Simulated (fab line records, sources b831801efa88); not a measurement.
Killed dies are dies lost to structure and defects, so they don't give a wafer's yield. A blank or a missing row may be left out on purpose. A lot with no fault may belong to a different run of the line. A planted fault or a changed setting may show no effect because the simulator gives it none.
A struck lot beside a sound one -- flow sky130 -- 15 steps out of a route of 708
Sound: wafers L380.1, L380.4, L380.6. Wafers L391.3, L391.4, L391.5 were the ones struck. Last of all comes the cause.
Each step with rows lists, per side, the tool, then ch with its chambers, then its first start. Under that, the readings that differ: sound wafers -- struck wafers -- difference of the means -- sigmas: that difference in standard deviations of wafers without a fault.
alike: a reading whose means differ by less than 2 such deviations, as well as words and numbers matching on both sides. not compared: withheld readings; readings where some wafer has no value; bounds like >300 that might hide an equal value; numbers whose values overlap and for which the record gives no deviation.
The two part at a step that has a row with sigmas, a row that says differs or no value, or rows on one side only. Numbers that have no deviation but don't overlap get no sigmas and don't part them. A reading that every wafer of one side lacks parts them only if that side has two wafers or more.

SKY_LOCAL_INTERCONNECT_CD_MEAS_11 targets a cd of 170 nm.
  sound on cdSem-01 at day 30 12:44; struck on cdSem-01 at day 34 21:55
  alike: cdNm
SKY_LOCAL_INTERCONNECT_OVL_MEAS_12:
  sound on overlay-01 at day 30 12:51; struck on overlay-02 at day 34 22:01
  alike: LOCAL_INTERCONNECT_OVL
SKY_LOCAL_INTERCONNECT_ETCH_13: etches BARC in N2/H2, stops on SiO2, time 45.9 s, target depth 60 nm.
  sound on rieMetal-01 ch 0, day 30 12:53; struck on rieMetal-04 ch 0,1, day 34 22:03
reading,sound,struck,difference,sigmas
oesProductAu (a.u.),0.864 0.863 0.859,0.855 0.854 0.849,-0.009,-2
  alike: drypumpMotorCurrentA, throttleValvePct
  not compared: rfHoursCounterH
SKY_LOCAL_INTERCONNECT_METAL_ETCH_14: etches TiN in Cl2/BCl3, stops on PSG, target depth 110 nm, time 31.4 s.
  sound on rieMetal-01 ch 0, day 30 13:01; struck on rieMetal-04 ch 0,1, day 34 22:07
  alike: drypumpMotorCurrentA, oesProductAu, throttleValvePct
  not compared: rfHoursCounterH
SKY_LOCAL_INTERCONNECT_STRIP_15: strips in O2/N2.
  sound on plasmaAsher-03 ch 0,1, day 30 13:07; struck on plasmaAsher-04 ch 0,1, day 34 22:11
reading,sound,struck,difference,sigmas
drypumpMotorCurrentA (A),5.9 5.9 6.0,5.0 5.3 5.3,-0.7,-2
  alike: oesProductAu, stripTimeToEndpointS
  not compared: rfHoursCounterH
then, 3 steps without rows for these wafers: SKY_LOCAL_INTERCONNECT_STRIP_16 (strips in post etch residue remover, time 1200 s); SKY_LOCAL_INTERCONNECT_CLEAN_17 (cleans in IPA, time 180 s); SKY_LOCAL_INTERCONNECT_CLEAN_18 (cleans in O3/DIW).
SKY_CONTACT_CVD_00: deposits Si3N4, target thk 75 nm.
  sound on pecvd-02 ch 0,2, day 30 13:43; struck on pecvd-04 ch 1,2, day 34 22:47
  alike: heaterPowerW
SKY_CONTACT_THK_MEAS_01:
  sound on filmMetro-03 at day 30 13:44; struck on filmMetro-02 at day 34 22:51
  alike: CONTACT_CVD_00_THK
then, 1 step without rows for these wafers: SKY_CONTACT_HDPCVD_02 (deposits SiO2, target thk 565 nm, time 94.2 s).
SKY_CONTACT_THK_MEAS_03:
  sound on filmMetro-01 at day 30 13:52; struck on filmMetro-01 at day 34 22:59
  alike: CONTACT_HDPCVD_THK
SKY_CONTACT_CMP_04: polishes SiO2.
  sound on cmp-01 ch 1,2,3, day 30 13:59; struck on cmp-01 ch 0,2,3, day 34 23:07
  no value came back on the struck wafers for edgeZonePressureFrac, headPressurePsi (psi), motorCurrentA (A), timeToEndpointS (s); on the sound wafers edgeZonePressureFrac reads 1.003 0.998 1.002
reading,sound,struck,difference,sigmas
model.SiO2_of_CONTACT_HDPCVD_02.thkNm (nm),340.4 339.5 340.6,562.4 558.9 563.3,+221.4,
SKY_CONTACT_BOW_MEAS_05:
  sound on filmMetro-02 at day 30 14:14; struck on filmMetro-01 at day 34 23:38
reading,sound,struck,difference,sigmas
CONTACT_BOW (um),73 86 78,- - -,no value on the struck wafers,
  not compared: hold
SKY_PAD_OPEN_PROBE_99:
  sound wafers here have rows in the record (prober-02, day 46 03:25); struck ones have none

== WHERE THEY PART ==
Earliest at SKY_LOCAL_INTERCONNECT_ETCH_13; latest, in this record, at SKY_PAD_OPEN_PROBE_99.

WHY: whatever the simulator had introduced
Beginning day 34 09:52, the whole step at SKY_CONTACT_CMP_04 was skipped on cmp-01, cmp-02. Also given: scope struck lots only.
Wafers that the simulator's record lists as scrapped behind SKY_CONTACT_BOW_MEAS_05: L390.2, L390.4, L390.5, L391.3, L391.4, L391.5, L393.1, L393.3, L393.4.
